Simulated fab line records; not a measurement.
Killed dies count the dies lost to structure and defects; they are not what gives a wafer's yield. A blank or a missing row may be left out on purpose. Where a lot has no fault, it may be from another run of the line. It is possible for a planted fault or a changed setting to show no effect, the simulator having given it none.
A lot that was struck, set against a sound lot || flow sky130 || 15 out of 708 route steps
Sound: the wafers L193.4, L193.5, L193.6. Struck: wafers L203.2, L203.6. (L203.4 of the same lot was not struck and is left out.) The cause comes at the end.
At each step with rows: each side's tool, then ch and its chambers, then its first start. Under that, the readings that differ: sound wafers || struck wafers || difference of the means || sigmas: that difference in standard deviations of wafers without a fault.
alike: a reading whose means differ by less than 2 such deviations, as well as words and numbers matching on both sides. not compared: withheld readings; readings where some wafer has no value; bounds like >300 that might hide an equal value; numbers whose values overlap and for which the record gives no deviation.
Wherever a step has rows on one side only, a row that says differs or no value, or a row with sigmas, the two part there. Numbers that don't overlap but have no deviation are shown without sigmas and don't part them. A reading missing from all wafers of one side parts the sides only when that side holds two or more wafers.

first, 2 steps without rows for these wafers: SKY_METAL4_PEB_11; SKY_METAL4_DEVELOP_12 (develop time 60 s).
SKY_METAL4_CD_MEAS_13: target cd 300 nm.
  sound on cd_sem-01 at day 42 08:13; struck on cd_sem-02 at day 44 22:17
  alike: cd_nm
SKY_METAL4_OVL_MEAS_14:
  sound on overlay-02 at day 42 08:19; struck on overlay-01 at day 44 22:24
  alike: METAL4_OVL
SKY_METAL4_DESCUM_15: chemistry O2, time 8 s.
  sound on rie_metal-04 ch 0,1, day 42 08:21; struck on rie_metal-04 ch 0, day 44 22:26
  alike: drypump_motor_current_A, oes_product_au
  not compared: rf_hours_counter_h
SKY_METAL4_ETCH_16: etches BARC in N2/H2, stops on SiO2, time 88.2 s, target depth 60 nm.
  sound on rie_metal-04 ch 0,1, day 42 08:24; struck on rie_metal-04 ch 0, day 44 22:28
  alike: drypump_motor_current_A, oes_product_au, throttle_valve_pct
  not compared: rf_hours_counter_h
SKY_METAL4_ETCH_17: etches SiO2 in C4F8/O2/Ar, stops on TiN, time 3.9 s, target depth 15 nm.
  sound on rie_diel-03 ch 0,2,3, day 42 08:28; struck on rie_diel-01 ch 1,2, day 44 22:34
  alike: oes_product_au
SKY_METAL4_METAL_ETCH_18: etches the open film in Cl2/BCl3, stops on SiO2, target depth 845 nm, time 183.1 s.
  sound on rie_metal-03 ch 0,1, day 42 08:32; struck on rie_metal-03 ch 0,1, day 44 22:35
  alike: drypump_motor_current_A, oes_product_au, throttle_valve_pct
  not compared: rf_hours_counter_h
then, 4 steps without rows for these wafers: SKY_METAL4_STRIP_19 (strips in O2/N2); SKY_METAL4_STRIP_20 (strips in post etch residue remover, time 1200 s); SKY_METAL4_CLEAN_21 (cleans in IPA, time 180 s); SKY_METAL4_CLEAN_22 (cleans in O3/DIW).
SKY_VIA4_HDPCVD_00: deposits SiO2, target thk 1750 nm, time 291.7 s.
  sound on hdpcvd-02 ch 0,1,2, day 42 09:20; struck on hdpcvd-01 ch 1,2, day 44 23:21
{"reading": "run_length_s (s)", "sound": "320.8 319.0 319.6", "struck": "506.4 506.7", "difference": "+186.7", "sigmas": "+99 or more"}
{"reading": "model.SiO2_of_VIA4_HDPCVD_00.thk_nm (nm)", "sound": "1774 1744 1755", "struck": "2845 2848", "difference": "+1089", "sigmas": ""}
SKY_VIA4_THK_MEAS_01:
  sound on film_metro-02 at day 42 09:28; struck on film_metro-04 at day 44 23:32
{"reading": "VIA4_HDPCVD_THK (nm)", "sound": "1775 1744 1755", "struck": "2845 2848", "difference": "+1088", "sigmas": "+54"}
SKY_VIA4_CMP_02: polishes SiO2.
  sound on cmp-02 ch 2,3, day 42 09:32; struck on cmp-01 ch 0,1, day 44 23:35
  alike: motor_current_A, platen_rpm

## WHERE THEY PART
At SKY_VIA4_HDPCVD_00 first; at SKY_VIA4_THK_MEAS_01 last (within this record only). Later steps at which nothing parts them and some readings are alike: SKY_VIA4_CMP_02.

WHY: the cause the simulator had injected
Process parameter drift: hdpcvd-01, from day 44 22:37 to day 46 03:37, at SKY_VIA4_HDPCVD_00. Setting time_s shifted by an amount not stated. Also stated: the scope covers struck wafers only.
